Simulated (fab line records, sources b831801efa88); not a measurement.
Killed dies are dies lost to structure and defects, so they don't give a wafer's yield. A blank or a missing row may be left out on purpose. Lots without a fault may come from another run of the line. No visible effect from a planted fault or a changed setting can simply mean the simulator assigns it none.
Struck lot and sound lot, side by side | flow sky130 | 17 out of 708 route steps
Sound: wafers L892.1, L892.3, L892.5. Wafers struck: L906.1, L906.3, L906.4. The cause comes at the end.
Each step with rows lists, per side, the tool, then ch with its chambers, then its first start. Under that, the readings that differ: sound wafers | struck wafers | difference of the means | sigmas: that difference in standard deviations of wafers without a fault.
alike: a reading whose means differ by less than 2 such deviations, as well as words and numbers matching on both sides. not compared: withheld readings; readings where some wafer has no value; bounds like >300 that might hide an equal value; numbers whose values overlap and for which the record gives no deviation.
Wherever a step has rows on one side only, a row that says differs or no value, or a row with sigmas, the two part there. Non-overlapping numbers with no deviation appear without sigmas and do not part them. A reading that every wafer of one side lacks parts them only if that side has two wafers or more.

SKY_SONOS_ONO_THK_MEAS_03:
  sound on film-metro-03 at day 13 22:07; struck on film-metro-04 at day 17 19:44
  alike: SONOS_ONO_CVD_02_THK
then, 1 step without rows for these wafers: SKY_SONOS_ONO_CVD_04 (deposits SiO2 from SiH4/N2O, target thk 5.7199 nm).
SKY_SONOS_ONO_THK_MEAS_05:
  sound on film-metro-03 at day 13 23:26; struck on film-metro-03 at day 17 21:02
  alike: SONOS_ONO_CVD_04_THK
then, 7 steps without rows for these wafers: SKY_SONOS_ONO_DEHYDRATE_06 (time 60 s); SKY_SONOS_ONO_HMDS_07 (prime time 60 s); SKY_SONOS_ONO_COAT_08 (resist thk 1140 nm); SKY_SONOS_ONO_SOFTBAKE_09 (time 60 s); SKY_SONOS_ONO_EXPOSE_10 (exposes mask ONOM, target cd 410 nm); SKY_SONOS_ONO_PEB_11; SKY_SONOS_ONO_DEVELOP_12 (develop time 60 s).
SKY_SONOS_ONO_CD_MEAS_13: the cd target is 410 nm.
  sound on cd-sem-01 at day 15 01:41; struck on cd-sem-02 at day 19 03:53
  alike: cd-nm
SKY_SONOS_ONO_OVL_MEAS_14:
  sound on overlay-02 at day 15 01:48; struck on overlay-02 at day 19 04:01
  alike: SONOS_ONO_OVL
SKY_SONOS_ONO_ETCH_15: etches the open film in CHF3/O2, target depth 19.52 nm, time 7.8 s.
  sound on rie-diel-04 ch 1,2,3, day 15 01:50; struck on rie-diel-02 ch 2,3, day 19 04:03
  no value came back on the struck wafers for any of 6 readings (O2_flow_sccm (sccm), bias-w (W) and others); on the sound wafers O2_flow_sccm (sccm) reads 5.002 5.004 5.003
  reading                                        | sound             | struck            | difference | sigmas
  model.NOVOLAK_of_SONOS_ONO_COAT_08.thk-nm (nm) | 1121 1122 1121    | 1147 1145 1143    | +24        |
  model.SiO2_of_NWELL_OXIDATION_01.thk-nm (nm)   | 5.484 5.561 5.531 | 8.957 8.933 8.907 | +3.407     |
  not compared: rf-hours-counter-h, model.SiO2_of_FIELD_ISO_CVD_24.thk-nm
then, 1 step without rows for these wafers: SKY_SONOS_ONO_WET_ETCH_16 (etches SiO2 in dHF, target depth 14 nm, time 280 s).
SKY_SONOS_ONO_STRIP_17: strips in O2/N2.
  sound on plasma-asher-03 ch 0,1, day 15 01:57; struck on plasma-asher-04 ch 0,1, day 19 04:10
  reading                      | sound             | struck            | difference | sigmas
  strip-time-to-endpoint-s (s) | 14.08 14.07 14.09 | 14.26 14.25 14.23 | +0.17      | +4
  alike: drypump-motor-current-A, n2-flow-sccm, oes-product-au
  not compared: rf-hours-counter-h
SKY_SONOS_ONO_WET_ETCH_18: etches Si3N4 in H3PO4, target depth 15 nm, time 172 s.
  sound on wet-bench-04 ch 0, day 15 02:03; struck on wet-bench-04 ch 2, day 19 04:16
  alike: bath-guard-temp-C, bath-heat-duty-pct
  not compared: model.SiO2_of_FIELD_ISO_CVD_24.thk-nm
-- the record jumps here: 31 days lie between the struck wafers' starts before and after (it left off in module SONOS_ONO and takes up again in module PAD_OPEN, whose first step shown is number 708 of the route) --
SKY_PAD_OPEN_PROBE_99:
  sound on prober-02 at day 47 15:30; struck on prober-02 at day 50 12:26
  reading             | sound     | struck      | difference | sigmas
  killed-at-front-end | 19 16 24  | 405 422 429 | +399       | +87
  killed-dies         | 92 85 100 | 492 492 492 | +400       | +42
  killed-on-rim       | 18 12 11  | 96 96 96    | +82        | +22
  alike: killed_at_M0_to_M3, killed_at_M4_up, killed-at-contacts, killed-at-other, killed-open, killed-short

== WHERE THEY PART ==
Last at SKY_PAD_OPEN_PROBE_99 as far as this record goes, first at SKY_SONOS_ONO_ETCH_15.

WHY: the cause the simulator had injected
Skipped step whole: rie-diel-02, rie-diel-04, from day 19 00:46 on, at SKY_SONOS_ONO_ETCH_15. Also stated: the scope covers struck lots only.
